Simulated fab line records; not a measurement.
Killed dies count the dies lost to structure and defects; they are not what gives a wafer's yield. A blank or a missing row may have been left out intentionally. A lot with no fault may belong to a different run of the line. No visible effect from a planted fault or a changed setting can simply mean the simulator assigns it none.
A lot that was struck, set against a sound lot	flow sky130	25 steps out of a route of 708
Sound: the wafers L152.1, L152.3, L152.5. The struck wafers were L161.1, L161.4, L161.5. The cause is named last.
For every step that has rows: the tool of each side, followed by ch and its chambers, followed by its first start. Under that, the readings that differ: sound wafers	struck wafers	difference of the means	sigmas: that difference in standard deviations of wafers without a fault.
alike: same words and numbers on both sides, and readings whose means sit less than 2 such deviations apart. not compared: any withheld reading, any reading some wafer has no value for, any bound like >300 that may hide the same value, and any number with overlapping values for which the record gives no deviation.
The two part at a step that has a row with sigmas, a row that says differs or no value, or rows on one side only. Numbers that have no deviation but don't overlap get no sigmas and don't part them. A reading that every wafer of one side lacks parts them only if that side has two wafers or more.

first, 1 step without rows for these wafers: SKY_LI_CONTACT_PRE_CLEAN_18 (time 5.6 s).
SKY_LI_CONTACT_SPUTTER_19: material Ti, target thk 20 nm, time 106.37 s.
  sound: pvd-sputter-03 at day 29 16:47; struck: pvd-sputter-04 at day 32 19:18
  alike: throttle-valve-pct
SKY_LI_CONTACT_SPUTTER_20: material TiN, target thk 20 nm, time 80 s.
  sound: pvd-sputter-03 at day 29 16:51; struck: pvd-sputter-04 at day 32 19:22
  alike: throttle-valve-pct
SKY_LI_CONTACT_CVD_21: deposits W, target thk 400 nm, time 120.56 s.
  sound on cvd-w-01 ch 0,1, day 29 16:55; struck on cvd-w-01 ch 0,1, day 32 19:26
  alike: heater-power-w
SKY_LI_CONTACT_RS_MEAS_22: a four-point-probe measurement.
  sound: film-metro-03 at day 29 17:02; struck: film-metro-03 at day 32 19:34
  alike: LI_CONTACT_W_RS
SKY_LI_CONTACT_THK_MEAS_23: measures by xrf.
  sound: film-metro-03 at day 29 17:10; struck: film-metro-03 at day 32 19:41
  alike: LI_CONTACT_W_THK
then, 1 step without rows for these wafers: SKY_LI_CONTACT_CMP_24 (polishes, stops on PSG, t overpolish 20 s, target thk 0 nm).
SKY_LOCAL_INTERCONNECT_SPUTTER_00: material TiN, target thk 100 nm, time 83.3 s.
  sound: pvd-sputter-03 at day 29 17:31; struck: pvd-sputter-02 at day 32 20:02
  alike: throttle-valve-pct
SKY_LOCAL_INTERCONNECT_RS_MEAS_01: a four-point-probe measurement.
  sound: film-metro-04 at day 29 17:35; struck: film-metro-04 at day 32 20:06
reading	sound	struck	difference	sigmas
LOCAL_INTERCONNECT_TIN_RS (ohm/sq)	13.88 14.03 13.93	14.51 14.42 14.57	+0.55	+3
SKY_LOCAL_INTERCONNECT_THK_MEAS_02: measures by xrf.
  sound: film-metro-04 at day 29 17:42; struck: film-metro-04 at day 32 20:13
reading	sound	struck	difference	sigmas
LOCAL_INTERCONNECT_TIN_THK (nm)	103.7 102.3 103.0	98.8 99.2 98.2	-4.3	-4
then, 2 steps without rows for these wafers: SKY_LOCAL_INTERCONNECT_DEHYDRATE_03 (time 60 s); SKY_LOCAL_INTERCONNECT_HMDS_04 (prime time 60 s).
SKY_LOCAL_INTERCONNECT_COAT_05: resist thk 60 nm.
  sound on litho-track-03 ch 0, day 30 07:25; struck on litho-track-01 ch 0, day 33 08:37
then, 5 steps without rows for these wafers: SKY_LOCAL_INTERCONNECT_COAT_06 (resist thk 450 nm); SKY_LOCAL_INTERCONNECT_SOFTBAKE_07 (time 90 s); SKY_LOCAL_INTERCONNECT_EXPOSE_08 (exposes mask LI1M, target cd 170 nm); SKY_LOCAL_INTERCONNECT_PEB_09; SKY_LOCAL_INTERCONNECT_DEVELOP_10 (develop time 60 s).
SKY_LOCAL_INTERCONNECT_CD_MEAS_11 targets a cd of 170 nm.
  sound: cd-sem-01 at day 30 21:25; struck: cd-sem-02 at day 33 22:31
  alike: cd-nm
SKY_LOCAL_INTERCONNECT_OVL_MEAS_12:
  sound: overlay-02 at day 30 21:32; struck: overlay-02 at day 33 22:38
  alike: LOCAL_INTERCONNECT_OVL
SKY_LOCAL_INTERCONNECT_ETCH_13: etches BARC in N2/H2, stops on SiO2, time 45.9 s, target depth 60 nm.
  sound on rie-metal-02 ch 0,1, day 30 21:35; struck on rie-metal-04 ch 1, day 33 22:41
reading	sound	struck	difference	sigmas
drypump-motor-current-A (A)	5.7 5.7 5.4	4.9 4.9 4.9	-0.7	-2
oes-product-au (a.u.)	0.857 0.855 0.857	0.926 0.931 0.923	+0.070	+13
model.etch.depth-nm (nm)	60.13 60.22 60.17	69.28 69.34 69.27	+9.12	
  alike: throttle-valve-pct
  not compared: rf-hours-counter-h
SKY_LOCAL_INTERCONNECT_METAL_ETCH_14: etches TiN in Cl2/BCl3, stops on PSG, target depth 110 nm, time 31.4 s.
  sound on rie-metal-02 ch 0,1, day 30 21:38; struck on rie-metal-04 ch 1, day 33 22:44
reading	sound	struck	difference	sigmas
drypump-motor-current-A (A)	5.7 5.7 5.4	4.9 4.9 4.9	-0.7	-2
  alike: bcl3-flow-sccm, oes-product-au, throttle-valve-pct
  not compared: rf-hours-counter-h
SKY_LOCAL_INTERCONNECT_STRIP_15: strips in O2/N2.
  sound on plasma-asher-01 ch 0,1, day 30 21:41; struck on plasma-asher-01 ch 0,1, day 33 22:47
reading	sound	struck	difference	sigmas
strip-time-to-endpoint-s (s)	4.732 4.731 4.748	4.842 4.843 4.824	+0.099	+4
  alike: drypump-motor-current-A, oes-product-au
  not compared: rf-hours-counter-h
then, 1 step without rows for these wafers: SKY_LOCAL_INTERCONNECT_STRIP_16 (strips in post etch residue remover, time 1200 s).
-- the record jumps here: 14 days lie between the struck wafers' starts before and after (it left off in module LOCAL_INTERCONNECT and takes up again in module PAD_OPEN, whose first step shown is number 708 of the route) --
SKY_PAD_OPEN_PROBE_99:
  record: rows for the struck wafers here (prober-01, day 48 08:36), none for the sound ones

WHERE THEY PART
At SKY_LOCAL_INTERCONNECT_RS_MEAS_01 first; at SKY_PAD_OPEN_PROBE_99 last (within this record only).

WHY: what had been put in by the simulator
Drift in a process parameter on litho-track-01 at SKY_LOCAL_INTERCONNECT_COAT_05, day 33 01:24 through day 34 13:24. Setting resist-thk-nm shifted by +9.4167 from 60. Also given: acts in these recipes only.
